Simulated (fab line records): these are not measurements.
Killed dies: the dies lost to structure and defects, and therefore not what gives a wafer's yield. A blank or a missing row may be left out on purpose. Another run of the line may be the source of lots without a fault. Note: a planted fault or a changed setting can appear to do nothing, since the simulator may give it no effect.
Chamber matching || flow gf180mcu || GF_V3_CMP_04 on cmp-02: 4 sister chambers
The step polishes SiO2. 7 wafers are shown with their chamber, then 8 later ones without.

== WAFERS, EACH WITH ITS CHAMBER ==
{"wafer": "L730.5", "chamber": 3, "motor-current-A (A)": 10.4, "time-to-endpoint-s (s)": 83}
{"wafer": "L732.1", "chamber": 0, "motor-current-A (A)": 9.3, "time-to-endpoint-s (s)": 83}
{"wafer": "L732.3", "chamber": 2, "motor-current-A (A)": 13.8, "time-to-endpoint-s (s)": 79}
{"wafer": "L738.2", "chamber": 3, "motor-current-A (A)": 10.3, "time-to-endpoint-s (s)": 71}
{"wafer": "L738.4", "chamber": 2, "motor-current-A (A)": 13.6, "time-to-endpoint-s (s)": 81}
{"wafer": "L738.6", "chamber": 1, "motor-current-A (A)": 13.5, "time-to-endpoint-s (s)": 79}
{"wafer": "L739.3", "chamber": 1, "motor-current-A (A)": 13.8, "time-to-endpoint-s (s)": 80}

== WAFERS MISSING THEIR CHAMBER ==
{"wafer": "L739.4", "motor-current-A (A)": 10.1, "time-to-endpoint-s (s)": 82}
{"wafer": "L739.6", "motor-current-A (A)": 14.3, "time-to-endpoint-s (s)": 81}
{"wafer": "L741.3", "motor-current-A (A)": 9.9, "time-to-endpoint-s (s)": 78}
{"wafer": "L741.4", "motor-current-A (A)": 14.5, "time-to-endpoint-s (s)": 83}
{"wafer": "L741.5", "motor-current-A (A)": 10.2, "time-to-endpoint-s (s)": 84}
{"wafer": "L747.2", "motor-current-A (A)": 8.7, "time-to-endpoint-s (s)": 78}
{"wafer": "L747.4", "motor-current-A (A)": 13.4, "time-to-endpoint-s (s)": 78}
{"wafer": "L747.6", "motor-current-A (A)": 13.8, "time-to-endpoint-s (s)": 82}

== WHICH CHAMBER EACH ONE RAN IN ==
{"wafer": "L739.4", "from the rows above": 3, "in truth": 3}
{"wafer": "L739.6", "from the rows above": "can't be placed: 2 or 1", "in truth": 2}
{"wafer": "L741.3", "from the rows above": "can't be placed: 3 or 0", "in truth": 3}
{"wafer": "L741.4", "from the rows above": "can't be placed: 2 or 1", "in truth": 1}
{"wafer": "L741.5", "from the rows above": 3, "in truth": 3}
{"wafer": "L747.2", "from the rows above": 0, "in truth": 0}
{"wafer": "L747.4", "from the rows above": "can't be placed: 1 or 2", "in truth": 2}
{"wafer": "L747.6", "from the rows above": "can't be placed: 2 or 1", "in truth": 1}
Correctly placed: 3 of 8. Not placeable from these rows: 5 (in 5, the candidates include the true chamber). Number placed wrongly: 0.
How it was worked out, from the rows above alone: a wafer's distance from a chamber is the root of the sum, over the readings, of the square of ((its reading less the chamber's mean) divided by the reading's scatter). The wafer belongs to the nearest chamber; if the next one is less than 2 further off, it can't be placed. For every chamber, the mean is computed from those of its wafers that are shown. How the scatter is found: for the shown wafers, subtract from each reading the mean of its chamber, square and add these, divide the total by (wafers less chambers), then take the root.
